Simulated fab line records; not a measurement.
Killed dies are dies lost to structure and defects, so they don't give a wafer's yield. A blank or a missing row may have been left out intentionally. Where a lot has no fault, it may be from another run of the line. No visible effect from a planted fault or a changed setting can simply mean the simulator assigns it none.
Lot-split experiment :: flow sky130 :: 5 lots, 23 wafers read, on a route of 708 steps

ABOUT THE SPLIT
At SKY_VT_ADJUST_LVTN_IMPLANT_08, the setting energy_kev was moved away from the recipe's 30 on 9 of the 23 wafers read, by -5.9% to +3.3%. This setting was run at the recipe's value on the other wafers.

The split's own step is where the reading is taken.

THE READING
The simulator's own value implant.drp_nm, read by no gauge, in nm at SKY_VT_ADJUST_LVTN_IMPLANT_08. There is no usual value for it anywhere in the file.

wafer: L074.1
tool, chamber at the split: implanter-02, 0
energy_kev as run: 30
against the recipe: recipe
implant.drp_nm, nm: 42.97
against lot-mates on the recipe: -

wafer: L074.2
tool, chamber at the split: implanter-02, 0
energy_kev as run: 30
against the recipe: recipe
implant.drp_nm, nm: 42.97
against lot-mates on the recipe: -

wafer: L074.3
tool, chamber at the split: implanter-02, 0
energy_kev as run: 30
against the recipe: recipe
implant.drp_nm, nm: 42.97
against lot-mates on the recipe: -

wafer: L074.4
tool, chamber at the split: implanter-02, 0
energy_kev as run: 30
against the recipe: recipe
implant.drp_nm, nm: 42.97
against lot-mates on the recipe: -

wafer: L074.5
tool, chamber at the split: implanter-02, 0
energy_kev as run: 30
against the recipe: recipe
implant.drp_nm, nm: 42.97
against lot-mates on the recipe: -

wafer: L075.1
tool, chamber at the split: implanter-04, 0
energy_kev as run: 30
against the recipe: recipe
implant.drp_nm, nm: 42.97
against lot-mates on the recipe: -

wafer: L075.3
tool, chamber at the split: implanter-04, 0
energy_kev as run: 30
against the recipe: recipe
implant.drp_nm, nm: 42.97
against lot-mates on the recipe: -

wafer: L075.2
tool, chamber at the split: implanter-04, 0
energy_kev as run: 31
against the recipe: +3.3%
implant.drp_nm, nm: 44.01
against lot-mates on the recipe: +1.04

wafer: L075.4
tool, chamber at the split: implanter-04, 0
energy_kev as run: 31
against the recipe: +3.3%
implant.drp_nm, nm: 44.01
against lot-mates on the recipe: +1.04

wafer: L075.5
tool, chamber at the split: implanter-04, 0
energy_kev as run: 31
against the recipe: +3.3%
implant.drp_nm, nm: 44.01
against lot-mates on the recipe: +1.04

wafer: L077.1
tool, chamber at the split: implanter-03, 0
energy_kev as run: 30.57
against the recipe: +1.9%
implant.drp_nm, nm: 43.57
against lot-mates on the recipe: +0.60

wafer: L077.5
tool, chamber at the split: implanter-03, 0
energy_kev as run: 30.57
against the recipe: +1.9%
implant.drp_nm, nm: 43.57
against lot-mates on the recipe: +0.60

wafer: L077.6
tool, chamber at the split: implanter-03, 0
energy_kev as run: 30.57
against the recipe: +1.9%
implant.drp_nm, nm: 43.57
against lot-mates on the recipe: +0.60

wafer: L077.2
tool, chamber at the split: implanter-03, 0
energy_kev as run: 30
against the recipe: recipe
implant.drp_nm, nm: 42.97
against lot-mates on the recipe: -

wafer: L077.3
tool, chamber at the split: implanter-03, 0
energy_kev as run: 30
against the recipe: recipe
implant.drp_nm, nm: 42.97
against lot-mates on the recipe: -

wafer: L078.3
tool, chamber at the split: implanter-03, 0
energy_kev as run: 30
against the recipe: recipe
implant.drp_nm, nm: 42.97
against lot-mates on the recipe: -

wafer: L078.4
tool, chamber at the split: implanter-03, 0
energy_kev as run: 30
against the recipe: recipe
implant.drp_nm, nm: 42.97
against lot-mates on the recipe: -

wafer: L078.5
tool, chamber at the split: implanter-03, 0
energy_kev as run: 30
against the recipe: recipe
implant.drp_nm, nm: 42.97
against lot-mates on the recipe: -

wafer: L080.1
tool, chamber at the split: implanter-04, 0
energy_kev as run: 28.22
against the recipe: -5.9%
implant.drp_nm, nm: 40.72
against lot-mates on the recipe: -2.25

wafer: L080.3
tool, chamber at the split: implanter-04, 0
energy_kev as run: 28.22
against the recipe: -5.9%
implant.drp_nm, nm: 40.72
against lot-mates on the recipe: -2.25

wafer: L080.5
tool, chamber at the split: implanter-04, 0
energy_kev as run: 28.22
against the recipe: -5.9%
implant.drp_nm, nm: 40.72
against lot-mates on the recipe: -2.25

wafer: L080.2
tool, chamber at the split: implanter-04, 0
energy_kev as run: 30
against the recipe: recipe
implant.drp_nm, nm: 42.97
against lot-mates on the recipe: -

wafer: L080.4
tool, chamber at the split: implanter-04, 0
energy_kev as run: 30
against the recipe: recipe
implant.drp_nm, nm: 42.97
against lot-mates on the recipe: -

FIT RESULTS
A straight line over all 23 wafers: implant.drp_nm changes by +0.359 nm for each +1% of energy_kev; r = +1.00; the points scatter about the line by 0.064 nm.
The same after taking each lot's own level away (the mean of its wafers on the recipe; 23 wafers): +0.359 nm for each +1%; r = +1.00; scatter 0.064 nm.
Per that fit: largest energy_kev move, reading shift of 2.1 nm.
The lots' own levels span 42.970 to 42.970 nm.
So the lot-to-lot level changes the slope little: the two slopes agree.
Check: for one of the wafers moved furthest among these (-5.9%), held out of the fit, the line's prediction against its lot-mates is -2.15 nm. Against them it came out at -2.25 nm.

THESE WAFERS: OTHER SPLITS
Note: prior to the reading, these wafers also went through further splits. Each is held against what the fit with the lots' levels taken away leaves over:
other split on the same wafers: SKY_VT_ADJUST_LVTN_SOFTBAKE_03 temp_c
wafers away from the commonest value: 10
r with implant.drp_nm (lot level and that fit taken away): +0.24

THE WHOLE CHAIN: every reading that the file lists as answering this split, in the file's order
step: SKY_VT_ADJUST_LVTN_IMPLANT_08
what it does: 
reading: implant.rp_nm (the simulator's own value, which no gauge read)
change (the file's fit): +0.98 nm for each +1% of the setting
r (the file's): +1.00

step: SKY_VT_ADJUST_LVTN_IMPLANT_08
what it does: 
reading: implant.drp_nm (the simulator's own value, which no gauge read)
change (the file's fit): +0.359 nm for each +1% of the setting
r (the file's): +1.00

FILE'S OWN FIT
implant.drp_nm changes by +0.359 nm for each +1% of energy_kev, r = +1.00.
